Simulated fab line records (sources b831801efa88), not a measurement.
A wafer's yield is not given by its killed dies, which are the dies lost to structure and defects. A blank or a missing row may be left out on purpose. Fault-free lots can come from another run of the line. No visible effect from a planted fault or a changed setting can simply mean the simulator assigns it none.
Comparing a struck lot with a sound one / flow sky130 / 16 steps out of a route of 708
Sound: the wafers L748.1, L748.2, L748.6. Wafers L739.1, L739.5, L739.6 were the ones struck. Last of all comes the cause.
Per side, at each step with rows, come the tool, then ch with its chambers, and then its first start. Under that, the readings that differ: sound wafers / struck wafers / difference of the means / sigmas: that difference in standard deviations of wafers without a fault.
alike: readings whose means differ by less than 2 such deviations, and words and numbers that are the same on both sides. not compared: withheld readings, readings that some wafer has no value for, bounds like >300 that may hide the same value, and numbers for which the record gives no deviation and whose values overlap.
The two part at a step that has a row with sigmas, a row that says differs or no value, or rows on one side only. Numbers that don't overlap but have no deviation are shown without sigmas and don't part them. A reading that every wafer of one side lacks parts them only if that side has two wafers or more.

first, 1 step without rows for these wafers: SKY_FIELD_ISO_CVD_03 (deposits Si3N4 from DCS/NH3, target thk 165 nm, time 2830 s).
SKY_FIELD_ISO_THK_MEAS_04:
  struck on film metro-04, day 2 23:26; sound on film metro-04, day 4 16:46
  alike: FIELD_ISO_CVD_03_THK
then, 8 steps without rows for these wafers: SKY_FIELD_ISO_DEHYDRATE_05 (time 60 s); SKY_FIELD_ISO_HMDS_06 (prime time 60 s); SKY_FIELD_ISO_COAT_07 (resist thk 60 nm); SKY_FIELD_ISO_COAT_08 (resist thk 450 nm); SKY_FIELD_ISO_SOFTBAKE_09 (time 90 s); SKY_FIELD_ISO_EXPOSE_10 (exposes mask FOM, target cd 150 nm); SKY_FIELD_ISO_PEB_11; SKY_FIELD_ISO_DEVELOP_12 (develop time 60 s).
SKY_FIELD_ISO_CD_MEAS_13: target cd 150 nm.
  struck on cd sem-01, day 3 13:38; sound on cd sem-02, day 5 10:14
  alike: cd nm
SKY_FIELD_ISO_ETCH_14: etches BARC in N2/H2, stops on SiO2, time 46.75 s, target depth 60 nm.
  sound on rie diel-04 ch 0,1,2, day 5 10:21; struck on rie diel-01 ch 1,2, day 3 13:45
  alike: chamber pressure mTorr, drypump motor current A, oes product au, throttle valve pct
  not compared: rf hours counter h
SKY_FIELD_ISO_ETCH_15: etches the open film in CHF3/O2, stops on Si, target depth 180 nm, time 72 s.
  sound on rie diel-04 ch 0,1,2, day 5 10:23; struck on rie diel-01 ch 1,2, day 3 13:47
  no value came back on the struck wafers for any of 5 readings (O2_flow_sccm (sccm), bias w (W) and others); on the sound wafers O2_flow_sccm (sccm) reads 4.992 4.995 4.997
reading=model.KrF-thick_of_FIELD_ISO_COAT_08.thk nm (nm); sound=234.5 231.8 235.5; struck=394 391.9 392.9; difference=+159; sigmas=
  not compared: rf hours counter h
SKY_FIELD_ISO_STRIP_16: strips in O2/N2.
  sound on plasma asher-01 ch 0,1, day 5 10:27; struck on plasma asher-04 ch 0,1, day 3 13:51
reading=oes product au (a.u.); sound=0.379 0.370 0.373; struck=0.441 0.433 0.443; difference=+0.065; sigmas=+12
reading=strip time to endpoint s (s); sound=3.52 3.52 3.53; struck=5.20 5.18 5.20; difference=+1.67; sigmas=+44
  alike: drypump motor current A
  not compared: rf hours counter h
SKY_FIELD_ISO_ETCH_17: etches Si in HBr/Cl2/O2, target depth 342 nm, time 97.7 s.
  sound on rie si-02 ch 1,2,3, day 5 10:33; struck on rie si-02 ch 0,1,2, day 3 13:57
  alike: HBr_flow_sccm, O2_flow_sccm, drypump motor current A, mfc cl2 sccm, oes product au, throttle valve pct
  not compared: rf hours counter h
-- record jumps: 44 days separate the struck wafers' starts on either side; left off in module FIELD_ISO, taken up again in module PAD_OPEN, whose first shown step is the route's number 708 --
SKY_PAD_OPEN_PROBE_99:
  the record has rows for the struck wafers here (prober-02, day 47 12:54) and none for the sound ones

== WHERE THEY PART ==
At SKY_FIELD_ISO_ETCH_15 first; at SKY_PAD_OPEN_PROBE_99 last (within this record only).

WHY: what the simulator had put in
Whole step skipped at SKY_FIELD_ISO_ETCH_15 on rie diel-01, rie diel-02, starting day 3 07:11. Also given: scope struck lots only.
